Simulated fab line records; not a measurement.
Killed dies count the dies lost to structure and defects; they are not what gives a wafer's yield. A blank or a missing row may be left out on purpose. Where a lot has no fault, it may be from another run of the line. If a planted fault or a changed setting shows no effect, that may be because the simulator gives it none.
Code-filled problem report in 8D (eight disciplines) form	flow sky130	the parts of the form that need people (team, actions taken, sign-off) are left out

## 1. PROBLEM STATEMENT
chamberPressurePa at SKY_METAL3_SPUTTER_01 reads a mean of 0.4211 Pa on 3 wafers of 2 lots; wafers without a fault read 0.4000 Pa with a standard deviation of 0.00077. Relative to the usual mean, that is a shift of +27 standard deviations.
The step: material TiN, target thk 20 nm, time 16.7 s.
The first sign was on wafer L164.4 at day 40 06:07, on pvdSputter-04. The record holds 36 wafers of 12 lots with a number at this step. Rule for "out" (also "out of limits"): further than 4 standard deviations from the usual mean. Any other wafer with a number is counted as sound.

## 2. WHAT IT IS; WHAT IT IS NOT
question	is	is not
which readings at this step	chamberPressurePa	throttleValvePct
which lots	L164, L165	L152, L153, L155, L156, L161, L168, L170, L171, L173, L174
which wafers of those lots	L164.4, L164.6, L165.4	L164.5, L165.1, L165.6
read on which tools	pvdSputter-04	pvdSputter-01, pvdSputter-02
when	from day 40 06:07	up to then (16 sound wafers); but 17 sound wafers of L165, L168, L170, L171, L173, L174 came after

## 3. THE SUSPECTS, EACH WITH WHAT RULES IT OUT
Counting: any tool at a process step up to the reading remains a suspect provided it ran every lot that is out. Sound lots after the first of them don't rule it out here, since some wafers of a struck lot are sound.
- pvdSputter-04 at SKY_METAL3_SPUTTER_01 (material TiN, target thk 20 nm, time 16.7 s): kept. It processed each lot that is out (first: L164, day 40 06:07); up to then, its last sound lot is L156 (day 37 16:37). Its own chamberPressurePa readings are out on those wafers.
After counting, what remains is pvdSputter-04 at SKY_METAL3_SPUTTER_01.

## 4. THE CAUSE (what the simulator had put in)
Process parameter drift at SKY_METAL3_SPUTTER_01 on pvdSputter-04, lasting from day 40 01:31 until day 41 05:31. From 0.4, the setting chamberPressurePa moved by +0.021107. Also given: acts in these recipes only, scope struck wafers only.
Counting left only this tool.

## 5. THE EFFECT CHAIN, in route order
Each row: a reading whose mean over the struck wafers that have a number lies more than 3 standard deviations from the usual. Scope: only readings with a usual standard deviation given in the record; hours: median across lots of the time from each lot's start at the first step in this table that gives one to its start at this step; sigmas: change in usual standard deviations.
hours	step	reading	usual	on struck wafers	change	sigmas
0	SKY_METAL3_SPUTTER_01	chamberPressurePa	0.4000 Pa	0.4211	+0.0211	+27
Process steps it contains:
- SKY_METAL3_SPUTTER_01: material TiN, target thk 20 nm, time 16.7 s.

## 6. WHAT WOULD HAVE CAUGHT IT SOONER
5 hours passed between the start of the fault at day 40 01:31 and the first reading out of limits in this record, taken at day 40 06:07.
